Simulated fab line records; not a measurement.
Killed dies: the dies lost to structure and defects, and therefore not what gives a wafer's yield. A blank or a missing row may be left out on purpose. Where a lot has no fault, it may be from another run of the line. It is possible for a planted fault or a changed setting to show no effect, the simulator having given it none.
Struck lot and sound lot, side by side | flow sfq_line | 42 out of 325 route steps
Sound: these wafers, L714.1, L714.2, L714.6. Struck: wafer L726.2. (L726.4, L726.5 of the same lot were not struck and are left out.) The cause comes at the end.
For every step that has rows: the tool of each side, followed by ch and its chambers, followed by its first start. Under that, the readings that differ: sound wafers | struck wafers | difference of the means | sigmas: that difference in standard deviations of wafers without a fault.
alike: readings with means less than 2 such deviations apart, plus words and numbers identical on both sides. not compared: withheld readings, readings lacking a value on some wafer, bounds such as >300 that could conceal the same value, and numbers that have no deviation in the record and whose values overlap.
A row with sigmas, a row that says differs or no value, or rows on one side alone: a step with any of these is where the two part. Numbers that have no deviation but don't overlap get no sigmas and don't part them. A reading that every wafer of one side lacks parts them only if that side has two wafers or more.

first, 6 steps without rows for these wafers: SFQ_TRILAYER_M1_LITHO_COAT_044 (resist thk 62 nm); SFQ_TRILAYER_M1_LITHO_COAT_039 (resist thk 600 nm); SFQ_TRILAYER_M1_LITHO_SOFTBAKE_043; SFQ_TRILAYER_M1_LITHO_EXPOSE_040 (exposes mask M1, target cd 500 nm); SFQ_TRILAYER_M1_LITHO_PEB_042 (peb time 60 s); SFQ_TRILAYER_M1_LITHO_DEVELOP_041 (time 60 s).
SFQ_M1_OVL_MEAS_911:
  sound on overlay-01, day 26 05:18; struck on overlay-01, day 31 05:14
  alike: M1_OVL
then, 5 steps without rows for these wafers: SFQ_TRILAYER_M1_BARC_OPEN_METAL_ETCH_054 (etches BARC in O2, target depth 125 nm, time 41.7 s); SFQ_TRILAYER_M1_ETCH_METAL_ETCH_042 (etches Nb in Cl2/Ar, stops on SiO2, target depth 240 nm, time 120 s); SFQ_TRILAYER_M1_STRIP_STRIP_043 (strips in O2); SFQ_TRILAYER_M1_STRIP_SOLV_CLEAN_044 (cleans in NMP, time 600 s); SFQ_TRILAYER_I1_DEP_PECVD_045 (deposits SiO2 from SiH4/N2O, time 111.11 s, target thk 500 nm).
SFQ_TRILAYER_I1_CMP_CMP_046: polishes SiO2.
  sound on cmp-01 ch 1,2,3, day 26 18:25; struck on cmp-02 ch 2, day 31 06:18
  reading                                             | sound           | struck | difference | sigmas
  motor_current_A (A)                                 | 8.4 9.9 9.2     | 12.1   | +2.9       | +3
  time_to_endpoint_s (s)                              | 207 206 214     | 268    | +59        | +8
  model.SiO2_of_TRILAYER_I1_DEP_PECVD_045.thk_nm (nm) | 200 199.5 200.1 | 300.6  | +100.7     |
  alike: platen_rpm
SFQ_I1_BOW_MEAS_912:
  sound on film_metro-02, day 26 20:55; struck on film_metro-01, day 31 10:38
  not compared: I1_BOW
SFQ_TRILAYER_I1_METRO_MEASURE_047:
  sound on film_metro-02, day 26 21:02; struck on film_metro-01, day 31 16:14
  reading     | sound             | struck | difference | sigmas
  thk_nm (nm) | 200.2 199.5 200.0 | 300.5  | +100.6     | +99 or more
then, 6 steps without rows for these wafers: SFQ_TRILAYER_I1_VIA_LITHO_COAT_054 (resist thk 62 nm); SFQ_TRILAYER_I1_VIA_LITHO_COAT_049 (resist thk 650 nm); SFQ_TRILAYER_I1_VIA_LITHO_SOFTBAKE_053; SFQ_TRILAYER_I1_VIA_LITHO_EXPOSE_050 (exposes mask I1, target cd 500 nm); SFQ_TRILAYER_I1_VIA_LITHO_PEB_052 (peb time 60 s); SFQ_TRILAYER_I1_VIA_LITHO_DEVELOP_051 (time 60 s).
-- the record jumps here: 6 days lie between the struck wafers' starts before and after --
SFQ_I1_OVL_MEAS_913:
  sound on overlay-01, day 27 01:50; struck on overlay-02, day 37 06:19
  alike: I1_OVL
then, 1 step without rows for these wafers: SFQ_TRILAYER_I1_VIA_BARC_OPEN_VIA_ETCH_071 (etches BARC in O2, target depth 125 nm, time 41.7 s).
SFQ_TRILAYER_I1_VIA_ETCH_VIA_ETCH_052: etches SiO2 in CHF3, stops on Nb, target depth 260 nm.
  sound on rie_diel-01 ch 1,2, day 27 01:55; struck on rie_diel-01 ch 1, day 37 06:23
  reading                        | sound             | struck | difference | sigmas
  oes_product_au (a.u.)          | 0.859 0.849 0.852 | 1.008  | +0.155     | +31
  model.etch.depth_nm (nm)       | 200 199.5 200.1   | 264.4  | +64.5      |
  model.I1.feature_depth_nm (nm) | 200 199.5 200.1   | 264.4  | +64.5      |
  alike: drypump_motor_current_A
SFQ_TRILAYER_I1_VIA_STRIP_STRIP_053: strips in O2.
  sound on rie_metal-03 ch 0,1, day 27 02:02; struck on rie_metal-04 ch 0, day 37 06:42
  alike: drypump_motor_current_A, oes_product_au
  not compared: rf_hours_counter_h
then, 1 step without rows for these wafers: SFQ_TRILAYER_I1_VIA_STRIP_SOLV_CLEAN_054 (cleans in NMP, time 600 s).
SFQ_TRILAYER_M2_DEP_PRE_CLEAN_056: time 22.5 s.
  sound on pvd_sputter-06, day 27 02:49; struck on pvd_sputter-05, day 37 07:53
  reading                                             | sound           | struck | difference | sigmas
  model.SiO2_of_TRILAYER_I1_DEP_PECVD_045.thk_nm (nm) | 192.5 192 192.6 | 293.1  | +100.7     |
SFQ_TRILAYER_M2_DEP_SPUTTER_055: material Nb, target thk 200 nm, time 133.3 s.
  sound on pvd_sputter-06, day 27 02:50; struck on pvd_sputter-05, day 37 07:55
  reading                  | sound                   | struck  | difference | sigmas
  chamber_pressure_pa (Pa) | 0.13355 0.13342 0.13376 | 0.13292 | -0.00066   | -2
  alike: throttle_valve_pct
SFQ_M2_RS_MEAS_914: the measuring method here is four-point-probe.
  sound on film_metro-01, day 27 02:56; struck on film_metro-01, day 37 08:02
  alike: M2_NB_RS
then, 6 steps without rows for these wafers: SFQ_TRILAYER_M2_LITHO_COAT_062 (resist thk 62 nm); SFQ_TRILAYER_M2_LITHO_COAT_057 (resist thk 600 nm); SFQ_TRILAYER_M2_LITHO_SOFTBAKE_061; SFQ_TRILAYER_M2_LITHO_EXPOSE_058 (exposes mask M2, target cd 500 nm); SFQ_TRILAYER_M2_LITHO_PEB_060 (peb time 60 s); SFQ_TRILAYER_M2_LITHO_DEVELOP_059 (time 60 s).
SFQ_M2_OVL_MEAS_916:
  sound on overlay-02, day 27 12:06; struck on overlay-02, day 37 10:26
  alike: M2_OVL
then, 1 step without rows for these wafers: SFQ_TRILAYER_M2_BARC_OPEN_METAL_ETCH_077 (etches BARC in O2, target depth 125 nm, time 41.7 s).
SFQ_TRILAYER_M2_ETCH_METAL_ETCH_060: etches Nb in Cl2/Ar, stops on SiO2, target depth 240 nm, time 120 s.
  sound on rie_metal-01 ch 0,1, day 27 12:12; struck on rie_metal-01 ch 0, day 37 10:32
  alike: drypump_motor_current_A, oes_product_au
  not compared: rf_hours_counter_h
SFQ_TRILAYER_M2_STRIP_STRIP_061: strips in O2.
  sound on rie_metal-01 ch 0,1, day 27 12:20; struck on rie_metal-01 ch 0, day 37 10:40
  alike: drypump_motor_current_A, oes_product_au
  not compared: rf_hours_counter_h
then, 1 step without rows for these wafers: SFQ_TRILAYER_M2_STRIP_SOLV_CLEAN_062 (cleans in NMP, time 600 s).
SFQ_TRILAYER_I2_DEP_PECVD_063: deposits SiO2 from SiH4/N2O, time 111.11 s, target thk 500 nm.
  sound on pecvd-02 ch 1,2, day 27 13:06; struck on pecvd-02 ch 0, day 37 11:26
  alike: chamber_pressure_Torr, heater_power_w, throttle_valve_pct
-- the record jumps here: 49 days lie between the struck wafers' starts before and after --
SFQ_M8_BOW_MEAS_951:
  sound on film_metro-03, day 84 21:50; struck on film_metro-03, day 86 14:52
  reading                 | sound             | struck | difference | sigmas
  model.etest.i1.link_ohm | 1.958 1.982 1.961 | 1e+06  | +1e+06     |
  alike: M8_BOW

== WHERE THEY PART ==
Earliest at SFQ_TRILAYER_I1_CMP_CMP_046; latest, in this record, at SFQ_TRILAYER_M2_DEP_SPUTTER_055. Later steps at which nothing parts them and some readings are alike: SFQ_M2_RS_MEAS_914, SFQ_M2_OVL_MEAS_916, SFQ_TRILAYER_M2_ETCH_METAL_ETCH_060, SFQ_TRILAYER_M2_STRIP_STRIP_061, SFQ_TRILAYER_I2_DEP_PECVD_063, SFQ_M8_BOW_MEAS_951.

WHY: what had been put in by the simulator
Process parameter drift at SFQ_TRILAYER_I1_CMP_CMP_046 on cmp-02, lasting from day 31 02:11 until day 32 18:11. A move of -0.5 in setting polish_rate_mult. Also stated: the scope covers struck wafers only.
